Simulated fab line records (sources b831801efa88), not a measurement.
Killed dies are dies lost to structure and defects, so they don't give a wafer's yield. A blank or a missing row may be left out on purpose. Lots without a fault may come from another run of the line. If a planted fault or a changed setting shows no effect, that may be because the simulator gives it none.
A single fault, viewed from 2 desks -- flow sky130 -- what lay behind the numbers comes last; until then each desk has only its own

TOOL OWNER'S DESK, implanter-04
The tool's own readings at SKY_LDD_LDN_IMPLANT_08, given as means over the sampled wafers that have a number, one for each lot that went through this tool. A lot is out of limits, marked OUT, if its mean lies more than 4 standard deviations from the usual mean; the brackets give that distance.
Columns: A = dose_ions_cm2 at SKY_LDD_LDN_IMPLANT_08, usual 1.2498e+13
lot,first seen here,A
L896,day 24 17:11,1.2508e+13
L912,day 29 16:32,1.2507e+13
L913,day 29 20:39,1.2501e+13
Result from this desk: across the 3 lots, nothing is out of limits.

METROLOGY DESK
Lot by lot, what the gauges showed, no matter which tool ran the lot: averages of those sampled wafers that carry a number. A lot is out of limits, marked OUT, if its mean lies more than 4 standard deviations from the usual mean; the brackets give that distance.
Columns: A = LDD_HVP_OVL at SKY_LDD_HVP_OVL_MEAS_07, usual 0.4 nm; B = LDD_HVP_TW at SKY_LDD_HVP_TW_MEAS_10, usual 458.6; C = LDD_LDN_OVL at SKY_LDD_LDN_OVL_MEAS_07, usual -0.6 nm; D = LDD_LDN_TW at SKY_LDD_LDN_TW_MEAS_13, usual 1485; E = SPACER_CVD_00_THK at SKY_SPACER_THK_MEAS_01, usual 43.3 nm; F = cd_nm at SKY_POLY_CUT_CD_MEAS_08, usual 269.7 nm; G = POLY_CUT_OVL at SKY_POLY_CUT_OVL_MEAS_09, usual 3 nm
lot,first seen here,A,B,C,D,E,F,G
L893,day 22 13:05,1.4,463.1,-0.2,1485,43.1,269.6,8
L896,day 23 11:36,0.3,458.8,-0.1,1483,42.9,268.6,2
L901,day 25 02:34,1.4,455.5,-0.4,1482,43.2,270.8,10
L912,day 28 12:26,1.0,455.7,1.1,1470,43.2,268.1,-7
L913,day 28 18:02,-0.6,455.0,1.7,1470,43.6,272.2,2
L915,day 29 12:05,-0.7,456.3,-1.2,1495,43.6,267.8,3
Result from this desk: across the 6 lots, nothing is out of limits.

BROUGHT TOGETHER
Nothing out of limits was seen by the tool owner's desk.
The metrology desk saw nothing out of limits.

WHAT THE SIMULATOR HAD PUT IN
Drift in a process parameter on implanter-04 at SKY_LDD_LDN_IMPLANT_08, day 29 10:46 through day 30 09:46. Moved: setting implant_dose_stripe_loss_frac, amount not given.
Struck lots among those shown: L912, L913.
